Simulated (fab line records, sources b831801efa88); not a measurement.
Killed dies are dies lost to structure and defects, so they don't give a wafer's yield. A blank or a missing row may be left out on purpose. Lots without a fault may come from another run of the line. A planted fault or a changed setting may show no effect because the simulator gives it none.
Chamber matching | flow gf180mcu | GF_V1_CVD_00 on hdpcvd-02: 3 sister chambers
The step deposits SiO2, target thk 600 nm, time 100 s. 6 wafers are shown with their chamber, then 8 later ones without.

WAFERS WITH THEIR CHAMBER
wafer  | chamber | run_length_s (s) | pressure_mtorr (mTorr)
L536.6 | 1       | 128.2            | 6.013
L537.3 | 1       | 127.9            | 5.968
L538.1 | 0       | 128.2            | 6.003
L538.3 | 2       | 127.4            | 6.014
L538.5 | 2       | 127.8            | 6.005
L539.2 | 0       | 127.7            | 5.997

WAFERS WITHOUT THEIR CHAMBER
wafer  | run_length_s (s) | pressure_mtorr (mTorr)
L539.3 | 128.5            | 5.998
L539.4 | 127.9            | 5.980
L543.1 | 127.6            | 5.997
L543.2 | 127.8            | 6.000
L543.5 | 127.5            | 5.987
L552.1 | 127.9            | 6.014
L552.4 | 127.9            | 5.988
L552.5 | 127.5            | 6.013

WHICH CHAMBER EACH WENT THROUGH
wafer  | from the rows above          | in truth
L539.3 | can't be placed: 1 or 0 or 2 | 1
L539.4 | can't be placed: 1 or 0 or 2 | 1
L543.1 | can't be placed: 2 or 0 or 1 | 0
L543.2 | can't be placed: 0 or 2 or 1 | 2
L543.5 | can't be placed: 2 or 0 or 1 | 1
L552.1 | can't be placed: 0 or 2 or 1 | 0
L552.4 | can't be placed: 1 or 0 or 2 | 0
L552.5 | can't be placed: 2 or 0 or 1 | 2
Placed correctly: 0 of 8. Can't be placed from these rows: 8 (the true chamber is among the candidates in 8). Placed wrongly: 0.
How it was worked out, from the rows above alone: a wafer's distance from a chamber is the root of the sum, over the readings, of the square of ((its reading less the chamber's mean) divided by the reading's scatter). The wafer belongs to the nearest chamber; if the next one is less than 2 further off, it can't be placed. A chamber's mean is the mean of its shown wafers. The scatter: the root of (the sum of the squares of (reading less its chamber's mean) over the shown wafers, divided by (wafers less chambers)).
